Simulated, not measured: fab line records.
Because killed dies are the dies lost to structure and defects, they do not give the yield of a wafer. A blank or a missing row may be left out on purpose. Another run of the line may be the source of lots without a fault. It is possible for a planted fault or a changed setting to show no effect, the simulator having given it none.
A struck lot beside a sound one + flow gf180mcu + 20 steps out of a route of 602
Sound: wafers L458.2, L458.3, L458.4. Struck: wafer L460.1 (left out: L460.5, L460.6 of the same lot, which were not struck); the cause appears at the end.
Each step with rows lists, per side, the tool, then ch with its chambers, then its first start. Under that, the readings that differ: sound wafers + struck wafers + difference of the means + sigmas: that difference in standard deviations of wafers without a fault.
alike: readings whose means differ by less than 2 such deviations, and words and numbers that are the same on both sides. not compared: withheld readings, readings that some wafer has no value for, bounds like >300 that may hide the same value, and numbers for which the record gives no deviation and whose values overlap.
The two part at a step that has a row with sigmas, a row that says differs or no value, or rows on one side only. When numbers do not overlap yet have no deviation, they are printed without sigmas and do not part them. A reading that every wafer of one side lacks parts them only if that side has two wafers or more.

first, 1 step without rows for these wafers: GF_STI_DEVELOP_11 (develop time 60 s).
GF_STI_CD_MEAS_12 targets a cd of 220 nm.
  sound on cd sem-01 at day 2 22:11; struck on cd sem-01 at day 3 08:58
  alike: cd nm
GF_STI_ETCH_13: etches the open film in CHF3/O2, stops on Si, target depth 282.31 nm, time 112.9 s.
  sound on rie diel-03 ch 0,1,2, day 2 22:17; struck on rie diel-04 ch 2, day 3 09:05
| reading               | sound             | struck | difference | sigmas |
|-----------------------|-------------------|--------|------------|--------|
| chf3 flow sccm (sccm) | 50.11 50.43 49.99 | 49.89  | -0.29      | -2     |
  alike: drypump motor current A, oes product au, throttle valve pct
  not compared: rf hours counter h
GF_STI_ETCH_14: etches Si in HBr/Cl2/O2, target depth 360 nm, time 102.9 s.
  sound on rie si-01 ch 0,2,3, day 2 22:22; struck on rie si-01 ch 0, day 3 09:10
  alike: drypump motor current A, oes product au, throttle valve pct
  not compared: rf hours counter h
GF_STI_STRIP_15: strips in O2/N2.
  sound on plasma asher-02 ch 0,1, day 2 22:26; struck on plasma asher-03 ch 0, day 3 09:14
| reading                      | sound             | struck | difference | sigmas |
|------------------------------|-------------------|--------|------------|--------|
| heater power w (W)           | 345 332 347       | 287    | -54        | -2     |
| oes product au (a.u.)        | 0.385 0.387 0.388 | 0.375  | -0.012     | -2     |
| strip time to endpoint s (s) | 3.78 3.70 3.81    | 3.58   | -0.18      | -3     |
  alike: drypump motor current A
  not compared: rf hours counter h
then, 6 steps without rows for these wafers: GF_STI_CLEAN_16 (cleans in dHF, time 25 s); GF_STI_WET_ETCH_17 (etches Si3N4 in H3PO4, target depth 45 nm, time 514 s); GF_STI_CLEAN_18 (cleans in SC1/SC2, time 150 s); GF_STI_CLEAN_19 (cleans in dHF, time 20 s); GF_STI_WET_ETCH_20 (etches SiO2 in dHF, target depth 20 nm, time 400 s); GF_STI_OXIDATION_21 (stabilise 600 s, purge 300 s, target thk 15 nm).
GF_STI_THK_MEAS_22:
  sound on film metro-02 at day 3 00:04; struck on film metro-03 at day 3 10:58
  alike: STI_OXIDATION_01_THK
GF_STI_CVD_23: deposits SiO2, target thk 650 nm, time 108.3 s.
  sound on hdpcvd-02 ch 0,1,2, day 3 00:07; struck on hdpcvd-01 ch 1, day 3 11:01
| reading                              | sound             | struck | difference | sigmas |
|--------------------------------------|-------------------|--------|------------|--------|
| model.SiO2_of_STI_CVD_23.thk nm (nm) | 659.1 634.8 662.7 | 463.8  | -188.4     |        |
  alike: pressure mtorr
GF_STI_THK_MEAS_24:
  sound on film metro-01 at day 3 00:12; struck on film metro-02 at day 3 11:06
| reading             | sound       | struck | difference | sigmas |
|---------------------|-------------|--------|------------|--------|
| STI_CVD_23_THK (nm) | 659 635 663 | 464    | -188       | -20    |
GF_STI_CMP_25: polishes, stops on Si3N4, t overpolish 33 s, target thk 524.6 nm.
  sound on cmp-01 ch 1,2,3, day 3 00:15; struck on cmp-01 ch 0, day 3 11:19
| reading                 | sound             | struck | difference | sigmas |
|-------------------------|-------------------|--------|------------|--------|
| edge zone pressure frac | 1.004 1.005 1.000 | 0.991  | -0.012     | -2     |
| time to endpoint s (s)  | 124 121 122       | 85     | -37        | -5     |
  alike: motor current A
then, 2 steps without rows for these wafers: GF_STI_WET_ETCH_26 (etches SiO2 in dHF, target depth 94 nm, time 188 s); GF_STI_WET_ETCH_27 (etches Si3N4 in H3PO4, target depth 160 nm, time 1825 s).
GF_STI_WET_ETCH_28: etches SiO2 in dHF, target depth 20 nm, time 40 s.
  sound on wet bench-04 ch 3, day 3 01:10; struck on wet bench-04 ch 2, day 3 12:02
| reading                              | sound             | struck | difference | sigmas |
|--------------------------------------|-------------------|--------|------------|--------|
| model.SiO2_of_STI_CVD_23.thk nm (nm) | 401.3 401.5 401.4 | 342.8  | -58.6      |        |
then, 1 step without rows for these wafers: GF_STI_OXIDATION_29 (stabilise 600 s, purge 300 s, target thk 10 nm).
-- the record jumps here: 28 days lie between the struck wafers' starts before and after (it left off in module STI and takes up again in module PASSIVATION, whose first step shown is number 602 of the route) --
GF_PASSIVATION_PROBE_99:
  rows exist in the record for the struck wafers here (prober-02, day 31 15:25), but not for the sound ones

== WHERE THEY PART ==
First at GF_STI_ETCH_13; last, within this record, at GF_PASSIVATION_PROBE_99.

WHY: whatever the simulator had introduced
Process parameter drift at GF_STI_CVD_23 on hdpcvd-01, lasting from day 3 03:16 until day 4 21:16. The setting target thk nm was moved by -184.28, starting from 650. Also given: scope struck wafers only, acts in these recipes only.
